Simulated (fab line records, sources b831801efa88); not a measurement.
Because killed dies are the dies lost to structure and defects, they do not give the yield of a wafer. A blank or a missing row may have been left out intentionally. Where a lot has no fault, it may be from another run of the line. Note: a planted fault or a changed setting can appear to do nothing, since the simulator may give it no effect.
Matching of chambers || flow sky130 || SKY_VIA1_ETCH_14 on rie diel-03: 3 sister chambers
The step etches BARC in N2/H2, stops on SiO2, time 45.9 s, target depth 60 nm. 6 wafers are shown with their chamber, then 7 later ones without.

## WAFERS, EACH WITH ITS CHAMBER
{"wafer": "L075.2", "chamber": 0, "drypump motor current A (A)": 5.5, "rf fwd power W (W)": 494.7}
{"wafer": "L077.5", "chamber": 0, "drypump motor current A (A)": 5.5, "rf fwd power W (W)": 493.2}
{"wafer": "L082.4", "chamber": 1, "drypump motor current A (A)": 5.3, "rf fwd power W (W)": 493.3}
{"wafer": "L084.3", "chamber": 2, "drypump motor current A (A)": 5.6, "rf fwd power W (W)": 491.8}
{"wafer": "L084.4", "chamber": 1, "drypump motor current A (A)": 5.2, "rf fwd power W (W)": 498.1}
{"wafer": "L084.6", "chamber": 2, "drypump motor current A (A)": 5.6, "rf fwd power W (W)": 490.9}

## WAFERS WITH NO CHAMBER GIVEN
{"wafer": "L091.3", "drypump motor current A (A)": 5.7, "rf fwd power W (W)": 493.2}
{"wafer": "L091.6", "drypump motor current A (A)": 5.2, "rf fwd power W (W)": 496.9}
{"wafer": "L092.3", "drypump motor current A (A)": 5.5, "rf fwd power W (W)": 493.9}
{"wafer": "L092.4", "drypump motor current A (A)": 5.6, "rf fwd power W (W)": 491.4}
{"wafer": "L092.6", "drypump motor current A (A)": 5.3, "rf fwd power W (W)": 495.6}
{"wafer": "L097.2", "drypump motor current A (A)": 5.2, "rf fwd power W (W)": 495.0}
{"wafer": "L097.4", "drypump motor current A (A)": 5.5, "rf fwd power W (W)": 490.0}

## WHICH CHAMBER EACH WENT THROUGH
{"wafer": "L091.3", "from the rows above": 2, "in truth": 2}
{"wafer": "L091.6", "from the rows above": 1, "in truth": 1}
{"wafer": "L092.3", "from the rows above": 0, "in truth": 0}
{"wafer": "L092.4", "from the rows above": 2, "in truth": 2}
{"wafer": "L092.6", "from the rows above": 1, "in truth": 1}
{"wafer": "L097.2", "from the rows above": 1, "in truth": 1}
{"wafer": "L097.4", "from the rows above": "can't be placed: 0 or 2", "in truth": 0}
Correctly placed: 6 of 7. These rows do not allow placing 1 (true chamber among the candidates in 1). 0 placed wrongly.
How it was worked out, from the rows above alone: a wafer's distance from a chamber is the root of the sum, over the readings, of the square of ((its reading less the chamber's mean) divided by the reading's scatter). If the next closest chamber is less than 2 further off than the closest, the wafer can't be placed; otherwise it belongs to the closest. The mean given for a chamber averages the wafers shown for that chamber. The scatter is the square root of a quotient: the sum, over the shown wafers, of each reading's squared deviation from its chamber's mean, divided by wafers minus chambers.
